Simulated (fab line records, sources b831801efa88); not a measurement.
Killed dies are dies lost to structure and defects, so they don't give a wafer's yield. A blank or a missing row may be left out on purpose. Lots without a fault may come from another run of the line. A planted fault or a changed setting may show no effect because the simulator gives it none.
fab line records | flow sky130 | part 2 of 2: steps 43 to 43 of 43
record lots=6 wafers=18 last_day=50
route steps=708 shown VIA2@523 METAL3@532 CAPM@537 PAD_OPEN@708
lots that met no fault: from a run of the same line without faults
start_h: hours from the record's first day to the start of the lot's first wafer shown | wait_h: hours since the lot's step before | " the same as in the row above | L1.1+2: a row that stands for several wafers | - no value, or no start given | * or withheld: withheld | < > ~ a bound
route shown NAME@n: a module of which the file shows steps, and the number in the route of the first | usual: mean/standard deviation of fault-free wafers | same: alike in all rows | chamber/n: place in a boat | sites: the reading at each site | _std_site: their standard deviation | _edge_site: outer sites' mean less inner sites' | radius_mm: how far each site lies from the wafer's centre | mask NAME#n: copy n | behind: the tool/chamber that last shaped the wafer | hold: why the lot was held/for how many hours/how that ended | device: the transistor (n, p or np) that didn't switch | end of line: the same wafers' tests at the end of the route | a step without rows: its recipe alone | killed: dies lost to structure and defects at the first sort, not the wafer's yield | map: a wafer's dies, x killed, . not, _ none there
set.NAME: the setting as run; set.NAME@STEP: as run at that earlier step | model.NAME: the simulator's own value behind a step, which no gauge read
lots at some steps of the route; a table a step, a row a wafer
services: from which hour (start_h, from the record's first day; less than 0 if before it) a tool's chamber was out of use, for how many hours, and why
## steps
# step SKY_PAD_OPEN_PROBE_99
# usual defect_limited_yield=82.4/1.7 killed_at_M0_to_M3=44/6.9 killed_at_M4_up=3.3/1.7 killed_at_contacts=24/4.7 killed_at_front_end=15/4.5 killed_at_other=0.2/0.49 killed_dies=86/8.4 killed_open=47/6.5 killed_short=39/6 sort_bin_3_pad_short=0.9/0.4 sort_bin_5_function=10.4/1.5 sort_bin_6_memory=6.3/1 sort_n_pass=406/8.4 sort_yield_pct=82.4/1.7
# same gross_dies=492 killed_at_back_side=0 sort_bin_4_leakage[%]=0 sort_bin_8_speed[%]=0
# columns lot.wafer tool chamber start_h wait_h defect_limited_yield[%] killed_at_M0_to_M3 killed_at_M4_up killed_at_contacts killed_at_front_end killed_at_other killed_dies killed_open killed_short sort_bin_3_pad_short[%] sort_bin_5_function[%] sort_bin_6_memory[%] sort_n_pass sort_yield_pct[%] model.etest.tester.sort_n_pass model.etest.tester.sort_yield_pct model.etest.tester.sort_bin_5_pct model.etest.tester.sort_bin_3_pct
L614.3 prober-01 - 1108.13 0.2 80.5 46 2 27 20 1 96 48 48 1.6 9.8 8.1 396 80.5 396 80.49 9.756 1.626
L614.4 prober-01 - 1108.18 0.2 77.8 64 2 23 20 0 109 54 55 0.6 14.2 7.3 383 77.8 383 77.85 14.23 0.6098
L614.6 prober-01 - 1108.28 0.2 82.5 42 2 24 18 0 86 49 37 1.0 9.8 6.7 406 82.5 406 82.52 9.756 1.016
L616.2 prober-02 - 1130.01 0.1 83.1 39 3 22 19 0 83 46 37 0.6 9.3 6.9 409 83.1 409 83.13 9.35 0.6098
L616.3 prober-02 - 1130.06 0.2 87.8 23 1 20 16 0 60 33 27 0.4 7.5 4.3 432 87.8 432 87.8 7.52 0.4065
L616.5 prober-02 - 1130.16 0.2 82.9 39 2 27 15 1 84 45 39 0.8 8.9 7.3 408 82.9 408 82.93 8.943 0.813
L618.1 prober-02 - 1146.82 0.1 80.3 40 2 38 17 0 97 59 38 0.8 12.2 6.7 395 80.3 395 80.28 12.2 0.813
L618.3 prober-02 - 1146.92 0.2 84.6 43 3 20 10 0 76 48 28 1.0 8.9 5.5 416 84.6 416 84.55 8.943 1.016
L618.4 prober-02 - 1146.97 0.2 82.5 38 2 33 13 0 86 48 38 1.0 10.0 6.5 406 82.5 406 82.52 9.959 1.016
L621.1 prober-02 - 1162.67 0.1 83.7 36 7 24 12 1 80 40 40 0.2 9.6 6.5 412 83.7 412 83.74 9.553 0.2033
L621.3 prober-02 - 1162.77 0.2 82.3 43 7 29 8 0 87 45 42 1.2 10.0 6.5 405 82.3 405 82.32 9.959 1.22
L621.6 prober-02 - 1162.92 0.2 82.5 47 7 21 10 1 86 45 41 0.8 10.4 6.3 406 82.5 406 82.52 10.37 0.813
L627.2 prober-02 - 1183.98 0.1 83.7 46 1 23 10 0 80 41 39 1.8 8.7 5.7 412 83.7 412 83.74 8.74 1.829
L627.4 prober-02 - 1184.08 0.2 71.3 99 3 21 18 0 141 58 35 1.6 19.5 7.5 351 71.3 351 71.34 19.51 1.626
L627.6 prober-02 - 1184.18 0.2 78.0 52 7 35 14 0 108 60 48 1.6 12.8 7.5 384 78.0 384 78.05 12.8 1.626
L630.1 prober-02 - 1195.47 0.1 83.1 49 3 19 11 1 83 49 34 0.8 10.6 5.5 409 83.1 409 83.13 10.57 0.813
L630.5 prober-02 - 1195.67 0.2 83.9 38 3 28 10 0 79 40 39 0.8 9.3 5.9 413 83.9 413 83.94 9.35 0.813
L630.6 prober-02 - 1195.72 0.2 72.2 95 4 24 14 0 137 49 36 3.0 17.9 6.9 355 72.2 355 72.15 17.89 3.049
# killed by level:class
L614.3 VIA1:geometric_particle:open=10 CONTACT:geometric_particle:open=10 METAL2:geometric_particle:short=8 LI_CONTACT:geometric_particle:open=6 METAL1:geometric_particle:short=6 VIA1:geometric_particle:short=5 VIA2:geometric_particle:short=5 FIELD_ISO:geometric_particle:short=4
L614.4 VIA1:geometric_particle:open=11 VIA1:geometric_particle:short=10 VIA3:geometric_particle:short=8 METAL2:geometric_particle:short=7 VIA3:geometric_particle:open=6 CONTACT:geometric_particle:open=6 VIA2:geometric_particle:open=6 FIELD_ISO:geometric_particle:short=5
L614.6 VIA1:geometric_particle:open=10 CONTACT:geometric_particle:open=9 VIA3:geometric_particle:open=7 FIELD_ISO:geometric_particle:open=6 LI_CONTACT:geometric_particle:open=6 FIELD_ISO:geometric_particle:short=5 POLY_GATE:geometric_particle:short=5 METAL1:geometric_particle:short=5
L616.2 VIA1:geometric_particle:open=8 CONTACT:geometric_particle:open=7 FIELD_ISO:geometric_particle:open=6 LI_CONTACT:geometric_particle:open=6 VIA2:geometric_particle:open=6 METAL1:geometric_particle:short=5 FIELD_ISO:geometric_particle:short=4 POLY_GATE:geometric_particle:open=4
L616.3 VIA1:geometric_particle:open=8 CONTACT:geometric_particle:open=8 POLY_GATE:geometric_particle:short=6 FIELD_ISO:geometric_particle:open=4 LOCAL_INTERCONNECT:geometric_particle:short=4 VIA3:geometric_particle:open=4 POLY_GATE:geometric_particle:open=3 LI_CONTACT:geometric_particle:open=3
L616.5 CONTACT:geometric_particle:open=12 VIA1:geometric_particle:open=8 METAL1:geometric_particle:short=7 VIA2:geometric_particle:open=6 VIA3:geometric_particle:open=6 LI_CONTACT:geometric_particle:open=5 LOCAL_INTERCONNECT:geometric_particle:short=5 FIELD_ISO:geometric_particle:open=4
L618.1 VIA1:geometric_particle:open=11 CONTACT:geometric_particle:open=11 LI_CONTACT:geometric_particle:open=10 VIA3:geometric_particle:open=7 CONTACT:geometric_particle:short=6 FIELD_ISO:geometric_particle:open=5 LOCAL_INTERCONNECT:geometric_particle:short=5 VIA2:geometric_particle:open=4
L618.3 VIA1:geometric_particle:open=13 VIA3:geometric_particle:open=10 VIA2:geometric_particle:open=8 CONTACT:geometric_particle:open=5 LI_CONTACT:geometric_particle:open=4 FIELD_ISO:geometric_particle:short=3 POLY_GATE:geometric_particle:short=3 LI_CONTACT:geometric_particle:short=3
L618.4 CONTACT:geometric_particle:short=9 CONTACT:geometric_particle:open=9 VIA1:geometric_particle:open=8 LI_CONTACT:geometric_particle:open=7 VIA2:geometric_particle:open=6 FIELD_ISO:geometric_particle:open=4 FIELD_ISO:geometric_particle:short=4 LI_CONTACT:geometric_particle:short=4
L621.1 CONTACT:geometric_particle:open=8 VIA1:geometric_particle:open=7 VIA2:geometric_particle:open=7 METAL4:geometric_particle:short=7 LI_CONTACT:geometric_particle:open=6 VIA1:geometric_particle:short=6 FIELD_ISO:geometric_particle:open=5 CONTACT:geometric_particle:short=5
L621.3 CONTACT:geometric_particle:open=10 LI_CONTACT:geometric_particle:open=9 VIA1:geometric_particle:open=9 METAL1:geometric_particle:short=8 LOCAL_INTERCONNECT:geometric_particle:short=5 METAL2:geometric_particle:short=5 VIA2:geometric_particle:short=5 VIA2:geometric_particle:open=5
L621.6 CONTACT:geometric_particle:open=11 VIA1:geometric_particle:open=11 METAL4:geometric_particle:short=6 METAL3:geometric_particle:short=5 LI_CONTACT:geometric_particle:open=4 VIA1:geometric_particle:short=4 METAL2:geometric_particle:open=4 METAL2:geometric_particle:short=4
L627.2 CONTACT:geometric_particle:open=11 VIA2:geometric_particle:short=10 VIA2:geometric_particle:open=7 VIA1:geometric_particle:open=7 LI_CONTACT:geometric_particle:open=6 CONTACT:geometric_particle:short=4 METAL2:geometric_particle:short=4 METAL3:geometric_particle:short=4
L627.4 METAL3:unspecified=48 CONTACT:geometric_particle:open=13 VIA1:geometric_particle:open=11 FIELD_ISO:geometric_particle:open=7 VIA3:geometric_particle:open=7 METAL2:geometric_particle:short=6 VIA2:geometric_particle:short=6 VIA1:geometric_particle:short=5
L627.6 CONTACT:geometric_particle:open=16 VIA1:geometric_particle:open=16 LI_CONTACT:geometric_particle:open=8 METAL4:geometric_particle:short=7 METAL1:geometric_particle:short=6 FIELD_ISO:geometric_particle:open=5 LI_CONTACT:geometric_particle:short=5 METAL2:geometric_particle:short=5
L630.1 VIA1:geometric_particle:open=11 LI_CONTACT:geometric_particle:open=7 CONTACT:geometric_particle:open=7 VIA2:geometric_particle:open=5 VIA3:geometric_particle:open=5 METAL2:geometric_particle:short=4 METAL1:geometric_particle:short=4 VIA3:geometric_particle:short=4
L630.5 VIA1:geometric_particle:open=9 CONTACT:geometric_particle:open=8 LI_CONTACT:geometric_particle:open=7 METAL3:geometric_particle:short=7 LI_CONTACT:geometric_particle:short=6 METAL2:geometric_particle:short=6 METAL1:geometric_particle:short=5 VIA2:geometric_particle:open=4
L630.6 METAL3:unspecified=52 VIA1:geometric_particle:open=14 CONTACT:geometric_particle:open=7 LOCAL_INTERCONNECT:geometric_particle:short=6 VIA3:geometric_particle:open=6 LI_CONTACT:geometric_particle:open=5 METAL1:geometric_particle:short=5 METAL3:geometric_particle:short=4
# map L627.4 (x killed, . not)
__________...x..x..._________
________....xx.x......_______
______..xx..x..........._____
_____....xx...xx.....x.x.____
____................xx....___
___....x......xx.....x.....__
__....xx..x...........x...xx_
_x..xxx..x.x.........x.x..x..
_x..xxxxxxxx.....x...........
_.xxxxxxxxxx...x............x
_.xxxxxxxxxxx.....x....xxx...
_.xxxxxxxx.xxx.....x.........
_x.xxxxxxx..xx.x..x.xx...x...
_....x.xxx...x..x..x...x.x.x.
_....x..x.x.........xx.xx..xx
__..................x.x.x..._
___.x.x..x.xxx.............__
____..x.....xx......x.....___
_____....x...........x..x____
______..x.............x._____
________...xx..x......_______
__________.x......x._________
# map L630.6 (x killed, . not)
__________x...x..x.x_________
________......x....x.._______
______....x........x...._____
_____...x.x.x.......x....____
____..x.x.x........xx.....___
___..x..x..x.............x.__
__....x......x....x..x.x.x.._
_.....xx..xx.x..x.x....x.....
_..xx.xxxxxxxx...x.....xx.x..
_..xxxxxxxxx....xxx.x...x..x.
_.xxxxxxxxxx..x..............
_...xxxxxxxx.....x...xx..x..x
_..xxxxxxxxxxx....x......x...
_.....xxx.x..................
_....xx.x..x.x...xx..........
__.....x.x..........x...x..._
___x..........x...x........__
____.............x.x...xx.___
_____...x.xx..........x.x____
______.x......x.x.x.x..._____
________.....x.....x.._______
__________x....x...._________
## services
# columns tool chamber start_h hours kind
cvd_w-02 0 881.33 4.3 repair
cvd_w-02 1 883.01 4.0 repair
cvd_w-02 - 904.00 14.0 pm
cmp-01 - 912.27 4.0 pm
cmp-01 - 916.27 3.3 pm
cvd_w-01 - 921.03 6.9 pm
cmp-02 - 930.40 5.5 repair
cmp-02 - 935.95 4.3 pm
pvd_sputter-01 1 940.25 - consumable_replace:kit
pvd_sputter-01 1 940.25 18.0 scheduled_down
pvd_sputter-01 1 940.25 18.0 vent_cycle
cmp-01 - 966.92 16.3 repair
plasma_asher-02 - 967.12 12.5 repair
cvd_w-01 1 970.67 17.4 repair
pvd_sputter-01 - 974.42 0.8 repair
plasma_asher-02 - 979.59 2.8 pm
cmp-01 - 996.51 3.8 pm
cmp-02 - 1000.46 11.7 pm
cmp-01 - 1003.36 1.4 repair
plasma_asher-02 - 1009.30 3.3 repair
cmp-02 - 1015.09 0.9 repair
plasma_asher-01 - 1015.56 2.1 repair
pvd_sputter-01 0 1019.69 - consumable_replace:kit
cmp-02 - 1031.70 5.6 repair
## key
first_sign step=SKY_PAD_OPEN_PROBE_99 reading=killed_at_M0_to_M3 direction=up sigmas=7.7 usual=44 struck=97
effect step=SKY_PAD_OPEN_PROBE_99 reading=sort_n_pass direction=down sigmas=6.2 usual=406 struck=353
model_effect step=SKY_PAD_OPEN_PROBE_99 value=etest.tester.sort_n_pass without=394 struck=353
met_at SKY_METAL3_SPUTTER_03
struck_wafers L627.4,L630.6
onset_between 963.35 991.60
fault kind=chamber_particle_source tool=pvd_sputter-01 chamber=- onset_h=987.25 steps=SKY_METAL3_SPUTTER_03 rate_per_visit_cm2=0.70588 end_h=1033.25 scope=struck_wafers_only
